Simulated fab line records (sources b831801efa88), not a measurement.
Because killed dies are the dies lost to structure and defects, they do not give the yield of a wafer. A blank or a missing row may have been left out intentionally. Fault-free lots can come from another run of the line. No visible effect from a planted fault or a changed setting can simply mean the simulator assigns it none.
fab line records    flow gf180mcu    part 1 of 2: steps 1 to 35 of 45
record: lots: 5  wafers: 15  last-day: 34
route steps=602 shown HV_LDD@188
lots that met no fault: from a run of the same line without faults
start-h: hours from the record's opening day to when the first of the lot's shown wafers began    wait-h: time in hours since the lot's previous step    " as in the row above    L1.1+2: a row that stands for several wafers    - either no value or no given start    * or withheld: withheld    < > ~ a bound
route shown NAME@n: names a module that has steps shown in the file, with the first one's number in the route    usual: mean and standard deviation over wafers with no fault    same: alike in all rows    chamber/n: place in a boat    sites: the reading at each site    _std_site: standard deviation across them    _edge_site: outer sites' mean less inner sites'    radius-mm: how far each site lies from the wafer's centre    mask NAME#n: copy n    behind: tool/chamber where the wafer was last shaped    hold: cause of the lot's hold/its duration in hours/its outcome    device: the n, p or np transistor that did not switch    end of line: the same wafers' tests at the end of the route    a step given without rows: its recipe and nothing more    killed: at the first sort, the dies lost to defects and structure; wafer yield is something else    map: dies across one wafer; x = killed, . = not, _ = none there
set.NAME: the run value of the setting; set.NAME@STEP: its run value at that earlier step    model.NAME: the simulator's own value behind a step, which no gauge read
lots at selected steps of the route; one table per step, one row per wafer
services: a tool's chamber out of use, with start hour (start-h, from the record's first day; less than 0 if before it), hours out, and reason
== steps ==
step: GF_HV_LDD_DEHYDRATE_12
recipe: temp-c: 200  time-s: 60
lot.wafer   tool            chamber  start-h  wait-h
L075.3+4+6  litho-track-03  0        229.83   8.0
L076.2+3+6  litho-track-01  0        240.77   8.7
L081.1+2+6  litho-track-03  0        280.08   9.5
L091.2+3+5  litho-track-01  0        353.62   10.2
L097.2+3+4  litho-track-01  0        397.92   11.4
step: GF_HV_LDD_HMDS_13
recipe: prime-time-s: 60  prime-temp-c: 120
lot.wafer   tool            chamber  start-h  wait-h
L075.3+4+6  litho-track-03  0        229.98   0.1
L076.2+3+6  litho-track-01  0        240.92   0.1
L081.1+2+6  litho-track-03  0        280.23   0.1
L091.2+3+5  litho-track-01  0        353.77   0.1
L097.2+3+4  litho-track-01  0        398.07   0.1
step: GF_HV_LDD_COAT_14
recipe: resist: NOVOLAK  spin-rpm: 3000  resist-thk-nm: 992.9
lot.wafer   tool            chamber  start-h  wait-h
L075.3+4+6  litho-track-03  0        230.13   0.1
L076.2+3+6  litho-track-01  0        241.07   0.1
L081.1+2+6  litho-track-03  0        280.38   0.1
L091.2+3+5  litho-track-01  0        353.92   0.1
L097.2+3+4  litho-track-01  0        398.22   0.1
step: GF_HV_LDD_SOFTBAKE_15
recipe: temp-c: 90  time-s: 60  resist: NOVOLAK
lot.wafer   tool            chamber  start-h  wait-h
L075.3+4+6  litho-track-03  0        230.28   0.1
L076.2+3+6  litho-track-01  0        241.22   0.1
L081.1+2+6  litho-track-03  0        280.53   0.1
L091.2+3+5  litho-track-01  0        354.07   0.1
L097.2+3+4  litho-track-01  0        398.37   0.1
step: GF_HV_LDD_EXPOSE_16
recipe: mask-id: Pplus_LV_AREA  target-cd-nm: 400  na: 0.6  source-shape: conventional  sigma-outer: 0.6  dose-mj: 140
usual: reticle-temp-C: 22.99/0.11
lot.wafer  tool              chamber  start-h  wait-h  mask             reticle-temp-C
L075.3     iline-stepper-02  0        -        -       Pplus_LV_AREA#0  23.22
L075.4     "                 0        "        "       Pplus_LV_AREA#0  23.19
L075.6     "                 0        "        "       Pplus_LV_AREA#0  23.11
L076.2     iline-stepper-01  0        -        -       Pplus_LV_AREA#0  22.80
L076.3     "                 0        "        "       Pplus_LV_AREA#0  22.96
L076.6     "                 0        "        "       Pplus_LV_AREA#0  22.98
L081.1     iline-stepper-02  0        -        -       Pplus_LV_AREA#0  23.08
L081.2     "                 0        "        "       Pplus_LV_AREA#0  22.84
L081.6     "                 0        "        "       Pplus_LV_AREA#0  23.06
L091.2     iline-stepper-01  0        -        -       Pplus_LV_AREA#0  22.89
L091.3     "                 0        "        "       Pplus_LV_AREA#0  22.85
L091.5     "                 0        "        "       Pplus_LV_AREA#0  22.83
L097.2     iline-stepper-01  0        -        -       Pplus_LV_AREA#0  23.09
L097.3     "                 0        "        "       Pplus_LV_AREA#0  22.91
L097.4     "                 0        "        "       Pplus_LV_AREA#0  22.88
step: GF_HV_LDD_PEB_17
recipe: temp-c: withheld  time-s: *  resist: NOVOLAK
lot.wafer   tool            chamber  start-h  wait-h
L075.3+4+6  litho-track-01  0        -        -
L076.2+3+6  litho-track-03  0        -        -
L081.1+2+6  litho-track-04  0        -        -
L091.2+3+5  litho-track-01  0        -        -
L097.2+3+4  litho-track-03  0        -        -
step: GF_HV_LDD_DEVELOP_18
recipe: develop-time-s: 60  dev-temp-c: 23
lot.wafer   tool            chamber  start-h  wait-h
L075.3+4+6  litho-track-01  0        239.20   0.1
L076.2+3+6  litho-track-03  0        249.85   0.1
L081.1+2+6  litho-track-04  0        290.13   0.1
L091.2+3+5  litho-track-01  0        365.07   0.1
L097.2+3+4  litho-track-03  0        409.55   0.1
step: GF_HV_LDD_CD_MEAS_19
recipe: target-cd-nm: 400
usual: cd-nm: 400.2/2.2
lot.wafer  tool       chamber  start-h  wait-h  cd-nm
L075.3     cd-sem-01  -        239.34   0.1     399.5
L075.4     "          -        "        "       398.6
L075.6     "          -        "        "       396.9
L076.2     cd-sem-01  -        250.04   0.2     399.0
L076.3     "          -        "        "       402.2
L076.6     "          -        "        "       401.2
L081.1     cd-sem-01  -        290.28   0.1     398.3
L081.2     "          -        "        "       397.7
L081.6     "          -        "        "       398.4
L091.2     cd-sem-01  -        365.22   0.1     399.9
L091.3     "          -        "        "       399.3
L091.5     "          -        "        "       400.1
L097.2     cd-sem-01  -        409.81   0.2     403.2
L097.3     "          -        "        "       403.8
L097.4     "          -        "        "       402.3
step: GF_HV_LDD_OVL_MEAS_20
usual: HV_LDD_01_OVL: -0.7/1.5
lot.wafer  tool        chamber  start-h  wait-h  HV_LDD_01_OVL[nm]
L075.3     overlay-02  -        239.43   0.1     -0.4
L075.4     "           -        "        "       -1.2
L075.6     "           -        "        "       -1.0
L076.2     overlay-01  -        250.14   0.1     0.4
L076.3     "           -        "        "       -2.7
L076.6     "           -        "        "       0.0
L081.1     overlay-02  -        290.40   0.1     1.2
L081.2     "           -        "        "       1.2
L081.6     "           -        "        "       1.4
L091.2     overlay-02  -        365.32   0.1     -2.9
L091.3     "           -        "        "       -3.4
L091.5     "           -        "        "       -3.9
L097.2     overlay-02  -        409.91   0.1     0.1
L097.3     "           -        "        "       -0.8
L097.4     "           -        "        "       -2.3
step: GF_HV_LDD_IMPLANT_21
recipe: species: BF2  energy-kev: 25  dose-cm2: 5e+13  tilt-deg: 7
lot.wafer   tool          chamber  start-h  wait-h
L075.3+4+6  implanter-02  0        239.50   0.1
L076.2+3+6  implanter-01  0        250.20   0.0
L081.1+2+6  implanter-01  0        290.43   0.0
L091.2+3+5  implanter-02  0        365.38   0.0
L097.2+3+4  implanter-04  0        409.97   0.0
step: GF_HV_LDD_STRIP_22
recipe: chemistry: O2/N2  power-w: 1400  pressure-mtorr: 1500  platen-temp-c: 250  o2-flow-sccm: 3000  n2-flow-sccm: 300  overash-fraction: 0.5
usual: drypump-motor-current-A: 5.7/0.65  heater-power-w: 330/33  oes-product-au: 0.716/0.0042  strip-time-to-endpoint-s: 12.55/0.036
lot.wafer  tool             chamber  start-h  wait-h  drypump-motor-current-A  heater-power-w  oes-product-au  rf-hours-counter-h  strip-time-to-endpoint-s
L075.3     plasma-asher-01  1        239.64   0.1     5.6                      375             0.717           -                   12.58
L075.4     "                0        "        "       6.8                      325             0.711           -                   12.58
L075.6     "                0        "        "       6.8                      321             0.717           -                   12.60
L076.2     plasma-asher-03  1        250.32   0.1     4.9                      297             0.710           58                  12.61
L076.3     "                0        "        "       4.9                      293             0.719           -                   12.55
L076.6     "                1        "        "       5.0                      306             0.712           -                   12.60
L081.1     plasma-asher-02  1        290.58   0.1     6.0                      323             0.720           49                  12.56
L081.2     "                0        "        "       6.3                      371             0.710           49                  12.55
L081.6     "                0        "        "       6.3                      378             0.720           -                   12.50
L091.2     plasma-asher-02  0        365.50   0.1     6.3                      364             0.710           57                  12.51
L091.3     "                0        "        "       6.3                      376             0.714           -                   12.50
L091.5     "                1        "        "       5.9                      317             0.715           -                   12.53
L097.2     plasma-asher-01  1        410.09   0.1     5.5                      384             0.721           80                  12.49
L097.3     "                0        "        "       6.8                      319             0.713           -                   12.52
L097.4     "                1        "        "       5.6                      374             0.717           -                   12.49
step: GF_HV_LDD_TW_MEAS_23
usual: HV_LDD_2_TW: 1061/16
lot.wafer  tool           chamber  start-h  wait-h  HV_LDD_2_TW
L075.3     film-metro-02  -        239.72   0.1     1054
L075.4     "              -        "        "       1052
L075.6     "              -        "        "       1050
L076.2     film-metro-02  -        250.43   0.1     1058
L076.3     "              -        "        "       1060
L076.6     "              -        "        "       1063
L081.1     film-metro-04  -        290.68   0.1     1045
L081.2     "              -        "        "       1038
L081.6     "              -        "        "       1040
L091.2     film-metro-04  -        365.61   0.1     1043
L091.3     "              -        "        "       1042
L091.5     "              -        "        "       1041
L097.2     film-metro-02  -        410.20   0.1     1056
L097.3     "              -        "        "       1053
L097.4     "              -        "        "       1053
step: GF_HV_LDD_DEHYDRATE_24
recipe: temp-c: 200  time-s: 60
lot.wafer   tool            chamber  start-h  wait-h
L075.3+4+6  litho-track-04  0        247.93   8.2
L076.2+3+6  litho-track-03  0        259.60   9.2
L081.1+2+6  litho-track-03  0        300.38   9.7
L091.2+3+5  litho-track-01  0        376.72   11.1
L097.2+3+4  litho-track-04  0        421.55   11.3
step: GF_HV_LDD_HMDS_25
recipe: prime-time-s: 60  prime-temp-c: 120
lot.wafer   tool            chamber  start-h  wait-h
L075.3+4+6  litho-track-04  0        248.08   0.1
L076.2+3+6  litho-track-03  0        259.75   0.1
L081.1+2+6  litho-track-03  0        300.53   0.1
L091.2+3+5  litho-track-01  0        376.87   0.1
L097.2+3+4  litho-track-04  0        421.70   0.1
step: GF_HV_LDD_COAT_26
recipe: resist: NOVOLAK  spin-rpm: 3000  resist-thk-nm: 1000
lot.wafer   tool            chamber  start-h  wait-h
L075.3+4+6  litho-track-04  0        248.23   0.1
L076.2+3+6  litho-track-03  0        259.90   0.1
L081.1+2+6  litho-track-03  0        300.68   0.1
L091.2+3+5  litho-track-01  0        377.02   0.1
L097.2+3+4  litho-track-04  0        421.85   0.1
step: GF_HV_LDD_SOFTBAKE_27
recipe: temp-c: 90  time-s: 60  resist: NOVOLAK
lot.wafer   tool            chamber  start-h  wait-h
L075.3+4+6  litho-track-04  0        248.38   0.1
L076.2+3+6  litho-track-03  0        260.05   0.1
L081.1+2+6  litho-track-03  0        300.83   0.1
L091.2+3+5  litho-track-01  0        377.17   0.1
L097.2+3+4  litho-track-04  0        422.00   0.1
step: GF_HV_LDD_EXPOSE_28
recipe: mask-id: Nplus_HV_AREA  target-cd-nm: 400  na: 0.6  source-shape: conventional  sigma-outer: 0.6  dose-mj: 140
usual: reticle-temp-C: 22.98/0.085
lot.wafer  tool              chamber  start-h  wait-h  mask             reticle-temp-C
L075.3     iline-stepper-02  0        -        -       Nplus_HV_AREA#0  23.09
L075.4     "                 0        "        "       Nplus_HV_AREA#0  22.96
L075.6     "                 0        "        "       Nplus_HV_AREA#0  23.02
L076.2     iline-stepper-01  0        -        -       Nplus_HV_AREA#0  22.93
L076.3     "                 0        "        "       Nplus_HV_AREA#0  23.13
L076.6     "                 0        "        "       Nplus_HV_AREA#0  22.92
L081.1     iline-stepper-02  0        -        -       Nplus_HV_AREA#0  22.98
L081.2     "                 0        "        "       Nplus_HV_AREA#0  23.13
L081.6     "                 0        "        "       Nplus_HV_AREA#0  22.97
L091.2     iline-stepper-02  0        -        -       Nplus_HV_AREA#0  23.10
L091.3     "                 0        "        "       Nplus_HV_AREA#0  22.88
L091.5     "                 0        "        "       Nplus_HV_AREA#0  22.98
L097.2     iline-stepper-01  0        -        -       Nplus_HV_AREA#0  23.20
L097.3     "                 0        "        "       Nplus_HV_AREA#0  23.06
L097.4     "                 0        "        "       Nplus_HV_AREA#0  22.93
step: GF_HV_LDD_PEB_29
recipe: temp-c: withheld  time-s: *  resist: NOVOLAK
lot.wafer   tool            chamber  start-h  wait-h
L075.3+4+6  litho-track-04  0        -        -
L076.2+3+6  litho-track-04  0        -        -
L081.1+2+6  litho-track-01  0        -        -
L091.2+3+5  litho-track-04  0        -        -
L097.2+3+4  litho-track-01  0        -        -
step: GF_HV_LDD_DEVELOP_30
recipe: develop-time-s: 60  dev-temp-c: 23
lot.wafer   tool            chamber  start-h  wait-h
L075.3+4+6  litho-track-04  0        257.73   0.1
L076.2+3+6  litho-track-04  0        268.90   0.1
L081.1+2+6  litho-track-01  0        310.25   0.1
L091.2+3+5  litho-track-04  0        388.25   0.1
L097.2+3+4  litho-track-01  0        433.17   0.1
step: GF_HV_LDD_CD_MEAS_31
recipe: target-cd-nm: 400
usual: cd-nm: 399.5/2.6
lot.wafer  tool       chamber  start-h  wait-h  cd-nm
L075.3     cd-sem-02  -        257.93   0.2     404.0
L075.4     "          -        "        "       402.5
L075.6     "          -        "        "       402.8
L076.2     cd-sem-02  -        269.05   0.1     397.2
L076.3     "          -        "        "       400.6
L076.6     "          -        "        "       397.3
L081.1     cd-sem-02  -        310.40   0.1     403.7
L081.2     "          -        "        "       403.7
L081.6     "          -        "        "       403.6
L091.2     cd-sem-02  -        388.40   0.1     401.1
L091.3     "          -        "        "       399.2
L091.5     "          -        "        "       399.9
L097.2     cd-sem-01  -        433.31   0.1     398.8
L097.3     "          -        "        "       397.9
L097.4     "          -        "        "       399.2
step: GF_HV_LDD_OVL_MEAS_32
usual: HV_LDD_02_OVL: -0.9/1.4
lot.wafer  tool        chamber  start-h  wait-h  HV_LDD_02_OVL[nm]
L075.3     overlay-02  -        258.02   0.1     0.3
L075.4     "           -        "        "       -0.4
L075.6     "           -        "        "       -1.4
L076.2     overlay-02  -        269.15   0.1     0.2
L076.3     "           -        "        "       -1.2
L076.6     "           -        "        "       -1.5
L081.1     overlay-02  -        310.52   0.1     -0.4
L081.2     "           -        "        "       0.4
L081.6     "           -        "        "       0.8
L091.2     overlay-02  -        388.50   0.1     -3.4
L091.3     "           -        "        "       -2.9
L091.5     "           -        "        "       -0.6
L097.2     overlay-01  -        433.42   0.1     0.2
L097.3     "           -        "        "       0.9
L097.4     "           -        "        "       -0.2
step: GF_HV_LDD_IMPLANT_33
recipe: species: P  energy-kev: 60  dose-cm2: 7.318e+12  tilt-deg: 30  rotation-deg: 0
lot.wafer   tool          chamber  start-h  wait-h
L075.3+4+6  implanter-04  0        258.10   0.1
L076.2+3+6  implanter-01  0        269.33   0.2
L081.1+2+6  implanter-01  0        310.55   0.0
L091.2+3+5  implanter-01  0        388.56   0.0
L097.2+3+4  implanter-01  0        433.48   0.0
step: GF_HV_LDD_IMPLANT_34
recipe: species: P  energy-kev: 60  dose-cm2: 7.5e+12  tilt-deg: 30  rotation-deg: 90
lot.wafer   tool          chamber  start-h  wait-h
L075.3+4+6  implanter-04  0        258.25   0.1
L076.2+3+6  implanter-01  0        269.48   0.1
L081.1+2+6  implanter-01  0        310.70   0.1
L091.2+3+5  implanter-01  0        388.71   0.1
L097.2+3+4  implanter-01  0        433.63   0.1
step: GF_HV_LDD_IMPLANT_35
recipe: species: P  energy-kev: 60  dose-cm2: 7.5e+12  tilt-deg: 30  rotation-deg: 180
lot.wafer   tool          chamber  start-h  wait-h
L075.3+4+6  implanter-04  0        258.40   0.1
L076.2+3+6  implanter-01  0        269.63   0.1
L081.1+2+6  implanter-01  0        310.85   0.1
L091.2+3+5  implanter-01  0        388.86   0.1
L097.2+3+4  implanter-01  0        433.78   0.1
step: GF_HV_LDD_IMPLANT_36
recipe: species: P  energy-kev: 60  dose-cm2: 7.5e+12  tilt-deg: 30  rotation-deg: 270
lot.wafer   tool          chamber  start-h  wait-h
L075.3+4+6  implanter-04  0        258.55   0.1
L076.2+3+6  implanter-01  0        269.78   0.1
L081.1+2+6  implanter-01  0        311.00   0.1
L091.2+3+5  implanter-01  0        389.01   0.1
L097.2+3+4  implanter-01  0        433.93   0.1
step: GF_HV_LDD_STRIP_37
recipe: chemistry: O2/N2  power-w: 1400  pressure-mtorr: 1500  platen-temp-c: 250  o2-flow-sccm: 3000  n2-flow-sccm: 300  overash-fraction: 0.5
usual: drypump-motor-current-A: 6.0/0.66  heater-power-w: 344/29  oes-product-au: 0.716/0.0044  strip-time-to-endpoint-s: 12.64/0.035
lot.wafer  tool             chamber  start-h  wait-h  drypump-motor-current-A  heater-power-w  oes-product-au  rf-hours-counter-h  strip-time-to-endpoint-s
L075.3     plasma-asher-01  0        258.68   0.1     6.8                      325             0.717           -                   12.72
L075.4     "                1        "        "       5.6                      378             0.718           -                   12.76
L075.6     "                0        "        "       6.8                      323             0.714           -                   12.71
L076.2     plasma-asher-01  1        269.91   0.1     5.6                      382             0.715           66                  12.63
L076.3     "                1        "        "       5.6                      378             0.717           -                   12.60
L076.6     "                0        "        "       6.8                      324             0.720           -                   12.63
L081.1     plasma-asher-03  0        311.15   0.1     4.9                      287             0.719           64                  12.70
L081.2     "                1        "        "       5.0                      302             0.722           64                  12.64
L081.6     "                1        "        "       5.0                      310             0.721           -                   12.68
L091.2     plasma-asher-02  0        389.13   0.1     6.3                      373             0.721           60                  12.60
L091.3     "                1        "        "       6.0                      323             0.712           -                   12.62
L091.5     "                1        "        "       5.9                      329             0.723           -                   12.61
L097.2     plasma-asher-01  0        434.05   0.1     6.8                      321             0.718           83                  12.63
L097.3     "                1        "        "       5.6                      362             0.726           -                   12.64
L097.4     "                0        "        "       6.8                      343             0.716           -                   12.65
step: GF_HV_LDD_TW_MEAS_38
usual: HV_LDD_3_TW: 1438/23
lot.wafer  tool           chamber  start-h  wait-h  HV_LDD_3_TW
L075.3     film-metro-04  -        258.77   0.1     1426
L075.4     "              -        "        "       1431
L075.6     "              -        "        "       1417
L076.2     film-metro-02  -        270.02   0.1     1432
L076.3     "              -        "        "       1432
L076.6     "              -        "        "       1438
L081.1     film-metro-03  -        311.25   0.1     1459
L081.2     "              -        "        "       1470
L081.6     "              -        "        "       1468
L091.2     film-metro-04  -        389.24   0.1     1420
L091.3     "              -        "        "       1414
L091.5     "              -        "        "       1420
L097.2     film-metro-03  -        434.16   0.1     1471
L097.3     "              -        "        "       1480
L097.4     "              -        "        "       1478
step: GF_HV_LDD_DEHYDRATE_39
recipe: temp-c: 200  time-s: 60
lot.wafer   tool            chamber  start-h  wait-h
L075.3+4+6  litho-track-04  0        267.53   8.8
L076.2+3+6  litho-track-03  0        278.85   8.8
L081.1+2+6  litho-track-04  0        321.28   10.0
L091.2+3+5  litho-track-03  0        400.60   11.3
L097.2+3+4  litho-track-04  0        445.65   11.5
step: GF_HV_LDD_HMDS_40
recipe: prime-time-s: 60  prime-temp-c: 120
lot.wafer   tool            chamber  start-h  wait-h
L075.3+4+6  litho-track-04  0        267.68   0.1
L076.2+3+6  litho-track-03  0        279.00   0.1
L081.1+2+6  litho-track-04  0        321.43   0.1
L091.2+3+5  litho-track-03  0        400.75   0.1
L097.2+3+4  litho-track-04  0        445.80   0.1
step: GF_HV_LDD_COAT_41
recipe: resist: NOVOLAK  spin-rpm: 3000  resist-thk-nm: 1000
lot.wafer   tool            chamber  start-h  wait-h
L075.3+4+6  litho-track-04  0        267.83   0.1
L076.2+3+6  litho-track-03  0        279.15   0.1
L081.1+2+6  litho-track-04  0        321.58   0.1
L091.2+3+5  litho-track-03  0        400.90   0.1
L097.2+3+4  litho-track-04  0        445.95   0.1
step: GF_HV_LDD_SOFTBAKE_42
recipe: temp-c: 90  time-s: 60  resist: NOVOLAK
lot.wafer   tool            chamber  start-h  wait-h
L075.3+4+6  litho-track-04  0        267.98   0.1
L076.2+3+6  litho-track-03  0        279.30   0.1
L081.1+2+6  litho-track-04  0        321.73   0.1
L091.2+3+5  litho-track-03  0        401.05   0.1
L097.2+3+4  litho-track-04  0        446.10   0.1
step: GF_HV_LDD_EXPOSE_43
recipe: mask-id: Pplus_HV_AREA  target-cd-nm: 400  na: 0.6  source-shape: conventional  sigma-outer: 0.6  dose-mj: 140
usual: reticle-temp-C: 22.99/0.12
lot.wafer  tool              chamber  start-h  wait-h  mask             reticle-temp-C
L075.3     iline-stepper-01  0        -        -       Pplus_HV_AREA#0  22.81
L075.4     "                 0        "        "       Pplus_HV_AREA#0  22.86
L075.6     "                 0        "        "       Pplus_HV_AREA#0  22.94
L076.2     iline-stepper-01  0        -        -       Pplus_HV_AREA#0  22.96
L076.3     "                 0        "        "       Pplus_HV_AREA#0  22.72
L076.6     "                 0        "        "       Pplus_HV_AREA#0  22.91
L081.1     iline-stepper-02  0        -        -       Pplus_HV_AREA#0  22.86
L081.2     "                 0        "        "       Pplus_HV_AREA#0  22.89
L081.6     "                 0        "        "       Pplus_HV_AREA#0  23.09
L091.2     iline-stepper-01  0        -        -       Pplus_HV_AREA#0  23.15
L091.3     "                 0        "        "       Pplus_HV_AREA#0  23.08
L091.5     "                 0        "        "       Pplus_HV_AREA#0  23.21
L097.2     iline-stepper-02  0        -        -       Pplus_HV_AREA#0  23.18
L097.3     "                 0        "        "       Pplus_HV_AREA#0  23.04
L097.4     "                 0        "        "       Pplus_HV_AREA#0  23.18
step: GF_HV_LDD_PEB_44
recipe: temp-c: withheld  time-s: *  resist: NOVOLAK
lot.wafer   tool            chamber  start-h  wait-h
L075.3+4+6  litho-track-04  0        -        -
L076.2+3+6  litho-track-03  0        -        -
L081.1+2+6  litho-track-04  0        -        -
L091.2+3+5  litho-track-03  0        -        -
L097.2+3+4  litho-track-04  0        -        -
step: GF_HV_LDD_DEVELOP_45
recipe: develop-time-s: 60  dev-temp-c: 23
lot.wafer   tool            chamber  start-h  wait-h
L075.3+4+6  litho-track-04  0        277.48   0.1
L076.2+3+6  litho-track-03  0        289.15   0.1
L081.1+2+6  litho-track-04  0        332.18   0.1
L091.2+3+5  litho-track-03  0        412.95   0.1
L097.2+3+4  litho-track-04  0        458.35   0.1
step: GF_HV_LDD_CD_MEAS_46
recipe: target-cd-nm: 400
usual: cd-nm: 400.5/2.7
lot.wafer  tool       chamber  start-h  wait-h  cd-nm
L075.3     cd-sem-02  -        277.62   0.1     402.3
L075.4     "          -        "        "       401.9
L075.6     "          -        "        "       404.0
L076.2     cd-sem-02  -        289.30   0.1     401.7
L076.3     "          -        "        "       402.2
L076.6     "          -        "        "       403.2
L081.1     cd-sem-02  -        332.33   0.1     400.2
L081.2     "          -        "        "       401.1
L081.6     "          -        "        "       398.6
L091.2     cd-sem-01  -        413.09   0.1     399.8
L091.3     "          -        "        "       400.1
L091.5     "          -        "        "       402.4
L097.2     cd-sem-01  -        458.50   0.1     399.9
L097.3     "          -        "        "       400.5
L097.4     "          -        "        "       400.2
